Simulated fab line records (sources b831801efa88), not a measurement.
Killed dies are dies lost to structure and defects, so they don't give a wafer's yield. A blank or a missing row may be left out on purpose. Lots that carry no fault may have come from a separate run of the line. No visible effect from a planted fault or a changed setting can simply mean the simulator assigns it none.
Which tool is to blame? || flow sky130 || 7 lots, 21 wafers sampled, at 2 steps of a route of 708

## WHAT EACH GAUGE READ, for each wafer
SKY_GATE_OXIDE_THK_MEAS_02.
{"lot": "L553", "measured": "day 13 06:38", "on": "filmMetro-03", "GATE_OXIDE_OXIDATION_00_THK (nm)": "9.92 9.85 9.74"}
{"lot": "L554", "measured": "day 13 21:31", "on": "filmMetro-03", "GATE_OXIDE_OXIDATION_00_THK (nm)": "10.24 10.35 10.31"}
{"lot": "L556", "measured": "day 14 10:39", "on": "filmMetro-04", "GATE_OXIDE_OXIDATION_00_THK (nm)": "9.95 10.34 10.15"}
{"lot": "L558", "measured": "day 15 09:55", "on": "filmMetro-01", "GATE_OXIDE_OXIDATION_00_THK (nm)": "10.46 10.40 10.45"}
{"lot": "L564", "measured": "day 16 22:55", "on": "filmMetro-01", "GATE_OXIDE_OXIDATION_00_THK (nm)": "11.77 11.56 11.69 11.78 11.53 11.74"}
{"lot": "L572", "measured": "day 20 09:42", "on": "filmMetro-03", "GATE_OXIDE_OXIDATION_00_THK (nm)": "10.03 10.02 10.27"}
{"lot": "L574", "measured": "day 20 20:13", "on": "filmMetro-01", "GATE_OXIDE_OXIDATION_00_THK (nm)": "10.49 10.69 10.52"}

## EACH LOT AND THE TOOL THAT RAN IT (in order: tool; ch and the chambers of the sampled wafers; start)
{"lot": "L553", "SKY_GATE_OXIDE_OXIDATION_01": "furnace-01 ch 0, day 13 05:12"}
{"lot": "L554", "SKY_GATE_OXIDE_OXIDATION_01": "furnace-01 ch 0, day 13 20:07"}
{"lot": "L556", "SKY_GATE_OXIDE_OXIDATION_01": "furnace-01 ch 0, day 14 09:14"}
{"lot": "L558", "SKY_GATE_OXIDE_OXIDATION_01": "furnace-02 ch 0, day 15 08:30"}
{"lot": "L564", "SKY_GATE_OXIDE_OXIDATION_01": "furnace-02 ch 0, day 16 21:29"}
{"lot": "L572", "SKY_GATE_OXIDE_OXIDATION_01": "furnace-02 ch 0, day 20 08:17"}
{"lot": "L574", "SKY_GATE_OXIDE_OXIDATION_01": "furnace-01 ch 0, day 20 18:48"}
- SKY_GATE_OXIDE_OXIDATION_01: stabilise 600 s, purge 300 s, target thk 10.268 nm.

## THE ANSWER, worked out from the rows above alone
Rule: what is usual is taken from the lots themselves. Put in order of their means at a reading, lots are off if they are a third of the lots or fewer, leave a main group of 4 or more, and stand apart from it by a gap of 3 or more times the standard deviation of the main group's means; of several such gaps the widest counts. If all means in a main group match to the digits the tables above print for the reading, that group is not used. A lot without any number at a reading at which 4 lots or more have one is off too. Any other lot the step has rows for is counted as sound.
Off: L564, seen at SKY_GATE_OXIDE_THK_MEAS_02 (GATE_OXIDE_OXIDATION_00_THK). The main group: mean 10.23 nm, standard deviation 0.24.
If a tool, at a process step before that reading, ran all the lots that are off and no sound lot after the first of them, it fits. Gauges at SKY_GATE_OXIDE_THK_MEAS_02: tried the same way as those tools. Not one of the candidates tried fits.

## WHAT WAS PUT IN BY THE SIMULATOR
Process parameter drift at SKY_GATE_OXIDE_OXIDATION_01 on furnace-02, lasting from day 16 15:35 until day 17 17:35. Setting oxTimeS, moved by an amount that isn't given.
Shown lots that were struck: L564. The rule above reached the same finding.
